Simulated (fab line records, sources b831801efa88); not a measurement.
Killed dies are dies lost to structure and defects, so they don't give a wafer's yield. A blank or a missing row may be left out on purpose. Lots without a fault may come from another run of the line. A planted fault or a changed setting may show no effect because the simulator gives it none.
Which tool did it? | flow sky130 | 12 lots, 36 wafers sampled, at 2 steps of a route of 708

WHAT THE GAUGES READ, wafer by wafer
SKY_GATE_OXIDE_OVL_MEAS_10. Usual: GATE_OXIDE_OVL -0.5 nm, standard deviation 1.3.
lot  | measured     | on         | GATE_OXIDE_OVL (nm) | flag
L984 | day 14 00:22 | overlay-02 | 0.0 -1.2 -1.2       |
L985 | day 14 02:19 | overlay-02 | -1.0 -1.0 -1.2      |
L986 | day 14 10:17 | overlay-02 | 1.7 -0.6 -1.1       |
L987 | day 14 15:22 | overlay-02 | -2.1 -3.7 -3.0      |
L988 | day 15 06:13 | overlay-02 | -0.4 -0.3 -1.5      |
L991 | day 16 07:13 | overlay-01 | 0.6 0.4 1.7         |
L994 | day 17 13:19 | overlay-01 | 0.6 -0.6 -0.1       |
L995 | day 17 15:46 | overlay-01 | -0.6 0.7 0.8        |
L996 | day 18 00:24 | overlay-01 | -0.3 -0.1 0.5       |
L999 | day 19 08:08 | overlay-01 | -0.9 -1.3 -1.5      |
L101 | day 20 03:46 | overlay-01 | -0.1 1.2 1.4        |
L104 | day 20 18:53 | overlay-01 | 0.7 1.0 0.4         |

SKY_POLY_GATE_THK_MEAS_04. Usual: POLY_GATE_CVD_03_THK 74.5 nm, standard deviation 0.78.
lot  | measured     | on            | POLY_GATE_CVD_03_THK (nm) | flag
L984 | day 15 07:32 | film_metro-03 | 75.5 75.6 74.6            |
L985 | day 15 10:43 | film_metro-02 | 74.5 73.9 73.8            |
L986 | day 15 19:29 | film_metro-02 | 75.2 75.4 75.0            |
L987 | day 16 00:19 | film_metro-04 | 75.6 76.0 75.8            |
L988 | day 16 15:46 | film_metro-04 | 74.6 75.6 75.5            |
L991 | day 17 21:34 | film_metro-02 | 75.3 74.7 74.7            |
L994 | day 19 01:37 | film_metro-03 | 74.5 74.9 75.0            |
L995 | day 19 07:01 | film_metro-02 | 73.8 73.9 73.5            |
L996 | day 19 13:22 | film_metro-02 | 72.5 73.3 73.0            |
L999 | day 20 22:23 | film_metro-04 | 74.7 75.2 75.0            |
L101 | day 21 15:13 | film_metro-03 | 74.1 75.0 74.5            |
L104 | day 22 06:44 | film_metro-03 | 75.5 75.1 75.5            |

WHICH TOOL RAN EACH LOT (tool, then ch and the chambers of the sampled wafers, then the start)
The record holds no process step before these readings.

WHAT THE TOOLS THEMSELVES READ (means of the sampled wafers that have a number; where no wafer has one, the mark that the record gives instead)
The record holds no such reading with a usual standard deviation.

THE ANSWER, worked out from the rows above alone
Rule: a lot is off if the mean of its wafers that have a number lies more than 3 standard deviations from the usual mean. A lot without any number at a reading at which 4 lots or more have one is off too. The other lots that the step has rows for count as sound. The gauges are gone through in route order, then the tools' own readings, and for those a lot's mean is taken as printed above. The first step at which some lot is off is used, and at that step the reading that is off furthest; a lot without a number counts as furthest.
No lot is off at any reading shown: from this, nothing can be told.

WHAT THE SIMULATOR HAD PUT IN
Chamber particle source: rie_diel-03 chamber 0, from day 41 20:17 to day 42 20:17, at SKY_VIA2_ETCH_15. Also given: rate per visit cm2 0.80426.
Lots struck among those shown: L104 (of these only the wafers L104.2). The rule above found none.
